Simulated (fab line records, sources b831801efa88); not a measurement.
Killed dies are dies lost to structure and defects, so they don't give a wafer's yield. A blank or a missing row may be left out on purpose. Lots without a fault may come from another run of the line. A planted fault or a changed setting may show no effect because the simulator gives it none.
Which tool did it? | flow gf180mcu | 10 lots, 30 wafers sampled, at 6 steps of a route of 602

WHAT THE GAUGES READ, wafer by wafer
GF_V4_THK_MEAS_01.
lot  | measured     | on            | V4_CVD_00_THK (nm)
L470 | day 24 16:57 | film_metro-02 | 605 602 604
L474 | day 25 14:17 | film_metro-03 | 609 611 597
L475 | day 26 02:37 | film_metro-03 | 607 600 604
L476 | day 26 10:25 | film_metro-02 | 590 609 592
L477 | day 26 17:32 | film_metro-03 | 613 604 593
L478 | day 27 05:01 | film_metro-02 | 604 596 595
L480 | day 27 12:46 | film_metro-02 | 605 598 610
L486 | day 29 08:26 | film_metro-02 | 611 604 607
L488 | day 29 16:57 | film_metro-02 | 594 594 594
L491 | day 30 21:52 | film_metro-04 | 602 605 597

GF_MIM_RS_MEAS_10: measures by four-point-probe.
lot  | measured     | on            | MIM_ALCU_RS (ohm/sq)
L470 | day 25 16:55 | film_metro-04 | 0.1620 0.1629 0.1588
L474 | day 26 13:41 | film_metro-02 | 0.1594 0.1568 0.1605
L475 | day 27 01:13 | film_metro-02 | 0.1580 0.1605 0.1599
L476 | day 27 09:57 | film_metro-04 | 0.1595 0.1600 0.1591
L477 | day 27 16:43 | film_metro-04 | 0.1599 0.1615 0.1619
L478 | day 28 03:49 | film_metro-04 | 0.1613 0.1616 0.1592
L480 | day 28 11:53 | film_metro-01 | 0.1557 0.1573 0.1580
L486 | day 30 06:04 | film_metro-04 | 0.2690 0.1599 0.1643
L488 | day 30 14:54 | film_metro-02 | 0.1605 0.1617 0.1590
L491 | day 31 17:58 | film_metro-01 | 0.1561 0.1605 0.1609

GF_MIM_THK_MEAS_11: measures by xrf.
lot  | measured     | on            | MIM_ALCU_THK (nm)
L470 | day 25 17:01 | film_metro-04 | 194.4 193.3 198.1
L474 | day 26 13:47 | film_metro-02 | 198.2 201.2 196.6
L475 | day 27 01:19 | film_metro-02 | 200.8 197.5 197.7
L476 | day 27 10:03 | film_metro-04 | 200.0 196.9 199.5
L477 | day 27 16:49 | film_metro-04 | 200.2 196.4 197.5
L478 | day 28 03:55 | film_metro-04 | 196.7 195.8 199.2
L480 | day 28 12:00 | film_metro-01 | 202.8 201.1 200.6
L486 | day 30 06:11 | film_metro-04 | 120.2 197.4 193.5
L488 | day 30 15:01 | film_metro-02 | 197.4 196.4 199.9
L491 | day 31 18:05 | film_metro-01 | 204.0 198.4 199.9

WHICH TOOL RAN EACH LOT (tool, then ch and the chambers of the sampled wafers, then the start)
lot  | GF_V4_ETCH_16                      | GF_MIM_CVD_05                   | GF_MIM_SPUTTER_08
L470 | rie_diel-04 ch 0,2, day 25 15:07   | pecvd-02 ch 1,2, day 25 16:42   | pvd_sputter-01, day 25 16:50
L474 | rie_diel-04 ch 0,1,2, day 26 11:52 | pecvd-02 ch 0,1, day 26 13:28   | pvd_sputter-02, day 26 13:35
L475 | rie_diel-03 ch 0,2,3, day 26 23:25 | pecvd-02 ch 0,1,2, day 27 00:59 | pvd_sputter-04, day 27 01:08
L476 | rie_diel-03 ch 0,2,3, day 27 08:03 | pecvd-02 ch 0,2, day 27 09:43   | pvd_sputter-01, day 27 09:51
L477 | rie_diel-03 ch 0,2,3, day 27 14:49 | pecvd-01 ch 0,1,2, day 27 16:28 | pvd_sputter-01, day 27 16:36
L478 | rie_diel-04 ch 0,1,3, day 28 02:01 | pecvd-01 ch 1,2, day 28 03:36   | pvd_sputter-04, day 28 03:44
L480 | rie_diel-01 ch 0,3, day 28 10:07   | pecvd-01 ch 0,1, day 28 11:41   | pvd_sputter-04, day 28 11:49
L486 | rie_diel-01 ch 0,1,2, day 30 04:16 | pecvd-02 ch 0,1,2, day 30 05:52 | pvd_sputter-01, day 30 06:01
L488 | rie_diel-04 ch 1,2,3, day 30 12:46 | pecvd-01 ch 0,2, day 30 14:41   | pvd_sputter-04, day 30 14:49
L491 | rie_diel-01 ch 0,1,3, day 31 16:04 | pecvd-01 ch 0,1,2, day 31 17:40 | pvd_sputter-02, day 31 17:55
- GF_V4_ETCH_16: etches BARC in N2/H2.
- GF_MIM_CVD_05: deposits Si3N4, target thk 42 nm, time 29.086 s.
- GF_MIM_SPUTTER_08: material AlCu, target thk 200 nm, time 10.6 s.

WHAT THE TOOLS THEMSELVES READ (means of the sampled wafers that have a number; where no wafer has one, the mark that the record gives instead)
GF_V4_ETCH_16.
lot  | tool        | drypump_motor_current_A (A) | oes_product_au (a.u.) | throttle_valve_pct (%)
L470 | rie_diel-04 | 6.5                         | 0.853                 | 13.226
L474 | rie_diel-04 | 6.2                         | 0.855                 | 13.222
L475 | rie_diel-03 | 5.7                         | 0.855                 | 13.236
L476 | rie_diel-03 | 5.7                         | 0.858                 | 13.228
L477 | rie_diel-03 | 5.7                         | 0.855                 | 13.223
L478 | rie_diel-04 | 6.0                         | 0.855                 | 13.229
L480 | rie_diel-01 | 6.0                         | 0.852                 | 13.219
L486 | rie_diel-01 | 6.3                         | 0.851                 | 13.219
L488 | rie_diel-04 | 6.3                         | 0.853                 | 13.227
L491 | rie_diel-01 | 6.2                         | 0.856                 | 13.223

GF_MIM_CVD_05.
lot  | tool     | heater_power_w (W)
L470 | pecvd-02 | 666
L474 | pecvd-02 | 789
L475 | pecvd-02 | 684
L476 | pecvd-02 | 691
L477 | pecvd-01 | 660
L478 | pecvd-01 | 735
L480 | pecvd-01 | 625
L486 | pecvd-02 | 720
L488 | pecvd-01 | 714
L491 | pecvd-01 | 671

GF_MIM_SPUTTER_08.
lot  | tool           | cathode_dc_power_W (W) | throttle_valve_pct (%)
L470 | pvd_sputter-01 | 10601                  | 29.9
L474 | pvd_sputter-02 | 10601                  | 29.6
L475 | pvd_sputter-04 | 10603                  | 31.0
L476 | pvd_sputter-01 | 10600                  | 30.6
L477 | pvd_sputter-01 | 10598                  | 30.6
L478 | pvd_sputter-04 | 10602                  | 31.1
L480 | pvd_sputter-04 | 10599                  | 31.8
L486 | pvd_sputter-01 | 10599                  | 30.2
L488 | pvd_sputter-04 | 10600                  | 31.4
L491 | pvd_sputter-02 | 10598                  | 31.0

THE ANSWER, worked out from the rows above alone
Rule: what is usual is taken from the lots themselves. Put in order of their means at a reading, lots are off if they are a third of the lots or fewer, leave a main group of 4 or more, and stand apart from it by a gap of 3 or more times the standard deviation of the main group's means; of several such gaps the widest counts. A main group whose means are all the same, to the digits that the tables above print for the reading, isn't used. A lot without any number at a reading at which 4 lots or more have one is off too. The other lots that the step has rows for count as sound. The gauges are gone through in route order, then the tools' own readings, and for those a lot's mean is taken as printed above. The first step at which some lot is off is used, and at that step the reading that is off furthest; a lot without a number counts as furthest.
Off: L486, at GF_MIM_RS_MEAS_10 (MIM_ALCU_RS). The main group: mean 0.1597 ohm/sq, standard deviation 0.0013.
A tool fits if, at a process step before that reading, it ran every lot that is off, and no sound lot after the first of them. The gauges at GF_MIM_RS_MEAS_10 are tried like those tools. Can't be told from this: 3 tools fit, pecvd-02 at GF_MIM_CVD_05, pvd_sputter-01 at GF_MIM_SPUTTER_08, film_metro-04 at GF_MIM_RS_MEAS_10.

WHAT THE SIMULATOR HAD PUT IN
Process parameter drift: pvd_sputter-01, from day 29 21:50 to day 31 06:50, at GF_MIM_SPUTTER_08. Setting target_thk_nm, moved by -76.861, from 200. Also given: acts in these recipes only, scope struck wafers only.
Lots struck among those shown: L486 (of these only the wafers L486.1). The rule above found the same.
